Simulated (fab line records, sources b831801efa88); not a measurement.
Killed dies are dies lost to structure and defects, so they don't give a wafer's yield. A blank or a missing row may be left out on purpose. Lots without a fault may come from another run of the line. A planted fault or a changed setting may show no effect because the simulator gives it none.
fab line records | flow sky130
record lots=13 wafers=39 last_day=50
route steps=708 shown SONOS_TUNNEL@163 GATE_OXIDE@200 LI_CONTACT@377 CONTACT@406
lots that met no fault: from a run of the same line without faults
start_h: hours from the record's first day to the start of the lot's first wafer shown | wait_h: hours since the lot's step before | " the same as in the row above | L1.1+2: a row that stands for several wafers | - no value, or no start given | * or withheld: withheld | < > ~ a bound
route shown NAME@n: a module of which the file shows steps, and the number in the route of the first | usual: mean/standard deviation of fault-free wafers | same: alike in all rows | chamber/n: place in a boat | sites: the reading at each site | _std_site: their standard deviation | _edge_site: outer sites' mean less inner sites' | radius_mm: how far each site lies from the wafer's centre | mask NAME#n: copy n | behind: the tool/chamber that last shaped the wafer | hold: why the lot was held/for how many hours/how that ended | device: the transistor (n, p or np) that didn't switch | end of line: the same wafers' tests at the end of the route | a step without rows: its recipe alone | killed: dies lost to structure and defects at the first sort, not the wafer's yield | map: a wafer's dies, x killed, . not, _ none there
set.NAME: the setting as run; set.NAME@STEP: as run at that earlier step | model.NAME: the simulator's own value behind a step, which no gauge read
steps of the route over a sample of lots; a table a step, a row a wafer
services: from which hour (start_h, from the record's first day; less than 0 if before it) a tool's chamber was out of use, for how many hours, and why
## steps
# step SKY_SONOS_TUNNEL_IMPLANT_09
# recipe species=B energy_kev=20 dose_cm2=1e+12 tilt_deg=withheld
# usual beam_energy_keV=19.999/0.0067
# columns lot.wafer tool chamber start_h wait_h beam_energy_keV
L266.1 implanter-01 0 253.36 0.0 20.014
L266.4 " 0 " " 20.009
L266.6 " 0 " " 20.010
L268.2 implanter-01 0 264.41 0.0 19.992
L268.3 " 0 " " 20.001
L268.5 " 0 " " 20.005
L270.1 implanter-04 0 297.14 0.0 20.004
L270.2 " 0 " " 19.986
L270.3 " 0 " " 19.989
L271.2 implanter-01 0 305.93 0.0 19.993
L271.4 " 0 " " 20.000
L271.6 " 0 " " 19.985
L272.2 implanter-04 0 306.93 0.0 19.997
L272.3 " 0 " " 20.000
L272.6 " 0 " " 19.994
L273.2 implanter-03 0 313.75 0.0 20.005
L273.3 " 0 " " 19.994
L273.6 " 0 " " 19.998
L275.2 implanter-03 0 325.85 0.0 20.008
L275.3 " 0 " " 19.996
L275.4 " 0 " " 19.995
L276.1 implanter-01 0 336.29 0.0 19.989
L276.2 " 0 " " 19.991
L276.5 " 0 " " 19.986
L278.3 implanter-01 0 352.66 0.1 19.992
L278.5 " 0 " " 19.997
L278.6 " 0 " " 19.995
L280.2 implanter-01 0 358.50 0.0 19.999
L280.3 " 0 " " 19.991
L280.6 " 0 " " 20.001
L285.2 implanter-01 0 398.96 0.0 19.066
L285.5 " 0 " " 19.073
L285.6 " 0 " " 19.071
L288.2 implanter-01 0 430.71 0.0 19.082
L288.4 " 0 " " 19.086
L288.6 " 0 " " 19.087
L289.2 implanter-04 0 430.78 0.0 20.004
L289.5 " 0 " " 20.001
L289.6 " 0 " " 20.008
# step SKY_GATE_OXIDE_STRIP_13
# recipe chemistry=O2/N2 power_w=1400 pressure_mtorr=1500 platen_temp_c=withheld o2_flow_sccm=3000 n2_flow_sccm=300 overash_fraction=0.5
# usual drypump_motor_current_A=5.49/0.24 oes_product_au=0.716/0.004 strip_time_to_endpoint_s=14.18/0.041
# columns lot.wafer tool chamber start_h wait_h drypump_motor_current_A oes_product_au rf_hours_counter_h strip_time_to_endpoint_s
L266.1 plasma_asher-01 1 339.18 0.0 5.70 0.718 66 14.14
L266.4 " 1 " " 5.69 0.721 - 14.11
L266.6 " 1 " " 5.71 0.718 - 14.10
L268.2 plasma_asher-01 1 340.84 0.0 5.70 0.722 66 14.11
L268.3 " 0 " " 5.23 0.718 - 14.12
L268.5 " 1 " " 5.70 0.716 - 14.12
L270.1 plasma_asher-01 0 356.57 0.0 5.22 0.716 67 14.21
L270.2 " 1 " " 5.70 0.714 67 14.20
L270.3 " 0 " " 5.24 0.713 - 14.23
L271.2 plasma_asher-01 0 367.55 0.0 5.23 0.724 68 14.13
L271.4 " 1 " " 5.69 0.721 - 14.13
L271.6 " 1 " " 5.71 0.710 - 14.13
L272.2 plasma_asher-03 1 370.00 0.0 5.66 0.710 68 14.17
L272.3 " 1 " " 5.66 0.721 - 14.12
L272.6 " 1 " " 5.66 0.720 - 14.17
L273.2 plasma_asher-02 0 378.04 0.0 5.69 0.714 54 14.16
L273.3 " 0 " " 5.69 0.716 - 14.17
L273.6 " 0 " " 5.71 0.718 - 14.15
L275.2 plasma_asher-02 1 391.83 0.0 5.10 0.712 55 14.17
L275.3 " 0 " " 5.68 0.717 - 14.13
L275.4 " 1 " " 5.08 0.711 - 14.13
L276.1 plasma_asher-02 1 405.02 0.0 5.10 0.724 56 14.22
L276.2 " 0 " " 5.68 0.712 56 14.22
L276.5 " 1 " " 5.13 0.712 - 14.25
L278.3 plasma_asher-01 0 416.81 0.0 5.26 0.719 - 14.20
L278.5 " 1 " " 5.72 0.711 - 14.18
L278.6 " 0 " " 5.23 0.717 - 14.08
L280.2 plasma_asher-01 1 426.93 0.0 5.69 0.712 75 14.21
L280.3 " 1 " " 5.73 0.714 - 14.21
L280.6 " 0 " " 5.24 0.716 - 14.20
L285.2 plasma_asher-03 0 469.29 0.0 5.57 0.717 3 14.21
L285.5 " 1 " " 5.63 0.710 - 14.17
L285.6 " 0 " " 5.55 0.718 - 14.17
L289.2 plasma_asher-02 0 500.33 0.0 5.68 0.723 66 14.16
L289.5 " 1 " " 5.06 0.719 - 14.16
L289.6 " 0 " " 5.67 0.713 - 14.14
L288.2 plasma_asher-03 0 501.87 0.0 5.57 0.715 7 14.19
L288.4 " 0 " " 5.56 0.711 - 14.23
L288.6 " 1 " " 5.64 0.711 - 14.19
# step SKY_LI_CONTACT_ETCH_15
# recipe target=PSG chemistry=C4F8/O2/Ar stop_on=Si taper_deg=4.15 mask_material=KrF-thick source_w=1500 bias_w=1200 pressure_mtorr=40 c4f8_flow_sccm=withheld O2_flow_sccm=6 Ar_flow_sccm=300 time_s=withheld target_depth_a=6000
# usual oes_product_au=0.836/0.0042
# columns lot.wafer tool chamber start_h wait_h oes_product_au
L266.1 rie_diel-01 1 711.85 0.0 0.839
L266.4 " 3 " " 0.839
L266.6 " 3 " " 0.834
L268.2 rie_diel-04 0 711.94 0.0 0.833
L268.3 " 1 " " 0.835
L268.5 " 3 " " 0.834
L270.1 rie_diel-04 3 723.98 0.0 0.835
L270.2 " 1 " " 0.835
L270.3 " 0 " " 0.834
L271.2 rie_diel-02 2 736.14 0.0 0.835
L271.4 " 3 " " 0.838
L271.6 " 2 " " 0.836
L272.2 rie_diel-01 1 742.29 0.0 0.834
L272.3 " 0 " " 0.838
L272.6 " 2 " " 0.843
L273.2 rie_diel-01 3 744.89 0.0 0.832
L273.3 " 1 " " 0.833
L273.6 " 0 " " 0.828
L275.2 rie_diel-01 3 755.85 0.0 0.838
L275.3 " 0 " " 0.843
L275.4 " 2 " " 0.834
L276.1 rie_diel-04 1 769.30 0.0 0.837
L276.2 " 3 " " 0.840
L276.5 " 0 " " 0.837
L278.3 rie_diel-02 3 778.55 0.0 0.833
L278.5 " 1 " " 0.835
L278.6 " 2 " " 0.839
L280.2 rie_diel-04 0 794.29 0.0 0.826
L280.3 " 1 " " 0.833
L280.6 " 0 " " 0.839
L285.2 rie_diel-02 0 828.10 0.0 0.835
L285.5 " 1 " " 0.838
L285.6 " 2 " " 0.834
L289.2 rie_diel-02 0 852.70 0.0 0.838
L289.5 " 0 " " 0.830
L289.6 " 3 " " 0.836
L288.2 rie_diel-01 3 856.75 0.0 0.843
L288.4 " 0 " " 0.838
L288.6 " 0 " " 0.842
# step SKY_CONTACT_CVD_00
# recipe material=Si3N4 target_thk_nm=75 temp_c=400 time_s=withheld rf_w=450
# usual heater_power_w=682/86
# columns lot.wafer tool chamber start_h wait_h heater_power_w
L266.1 pecvd-02 1 741.42 0.0 639
L266.4 " 0 " " 648
L266.6 " 1 " " 624
L268.2 pecvd-01 0 741.80 0.0 592
L268.3 " 2 " " 637
L268.5 " 2 " " 644
L270.1 pecvd-01 0 754.75 0.0 642
L270.2 " 1 " " 761
L270.3 " 2 " " 758
L271.2 pecvd-02 1 765.15 0.0 640
L271.4 " 0 " " 652
L271.6 " 1 " " 622
L272.2 pecvd-02 0 772.27 0.0 632
L272.3 " 1 " " 597
L272.6 " 1 " " 624
L273.2 pecvd-01 0 775.10 0.0 650
L273.3 " 2 " " 718
L273.6 " 1 " " 709
L275.2 pecvd-04 1 786.16 0.0 684
L275.3 " 2 " " 547
L275.4 " 1 " " 698
L276.1 pecvd-02 2 798.13 0.0 761
L276.2 " 1 " " 675
L276.5 " 1 " " 679
L278.3 pecvd-04 2 807.12 0.0 575
L278.5 " 0 " " 703
L278.6 " 2 " " 589
L280.2 pecvd-01 0 823.48 0.0 629
L280.3 " 1 " " 731
L280.6 " 2 " " 700
L285.2 pecvd-01 0 856.75 0.0 594
L285.5 " 0 " " 594
L285.6 " 1 " " 683
L289.2 pecvd-02 1 881.66 0.0 703
L289.5 " 0 " " 585
L289.6 " 1 " " 695
L288.2 pecvd-02 2 885.59 0.0 838
L288.4 " 1 " " 646
L288.6 " 0 " " 620
## services
# columns tool chamber start_h hours kind
pecvd-01 - 261.70 6.0 pm
pecvd-02 1 267.81 3.1 repair
implanter-01 - 292.65 5.7 pm
pecvd-02 2 353.43 12.2 repair
pecvd-02 2 441.06 14.4 repair
implanter-01 - 444.21 2.7 repair
plasma_asher-01 - 455.98 4.2 repair
pecvd-02 0 463.09 5.9 repair
plasma_asher-01 - 464.81 1.4 repair
pecvd-02 2 492.01 4.0 repair
plasma_asher-01 - 500.85 1.5 repair
implanter-01 - 508.69 2.4 repair
pecvd-02 - 521.39 2.2 repair
implanter-01 - 555.45 2.2 repair
pecvd-02 - 593.22 1.2 repair
plasma_asher-01 - 649.92 0.5 repair
implanter-01 - 686.72 4.7 pm
pecvd-02 - 723.56 1.3 repair
plasma_asher-01 - 733.75 9.0 pm
plasma_asher-01 - 748.93 9.5 repair
implanter-01 - 766.98 1.7 repair
pecvd-02 1 775.44 4.4 repair
implanter-01 - 781.65 2.7 pm
implanter-01 - 803.76 1.0 repair
## key
first_sign step=SKY_SONOS_TUNNEL_IMPLANT_09 reading=beam_energy_keV direction=down sigmas=99+ usual=* struck=*
effect none on later readings
met_at SKY_SONOS_TUNNEL_IMPLANT_09
struck_lots L285,L288
tester_left_out L285,L288
not_acting_at SKY_GATE_OXIDE_STRIP_13,SKY_LI_CONTACT_ETCH_15,SKY_CONTACT_CVD_00
onset_between 358.50 398.96
fault kind=process_parameter_drift tool=implanter-01 chamber=- onset_h=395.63 steps=SKY_SONOS_TUNNEL_IMPLANT_09 channel=energy_kev offset=* shape=step end_h=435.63 acts_in=* stated=*
# tester_left_out: of these lots the tester's yield and bins aren't shown, on N5 and GAA mostly nor the transistor test; their killed dies are dies lost to structure and defects alone, not to doping, threshold or leakage, so they don't give the yield
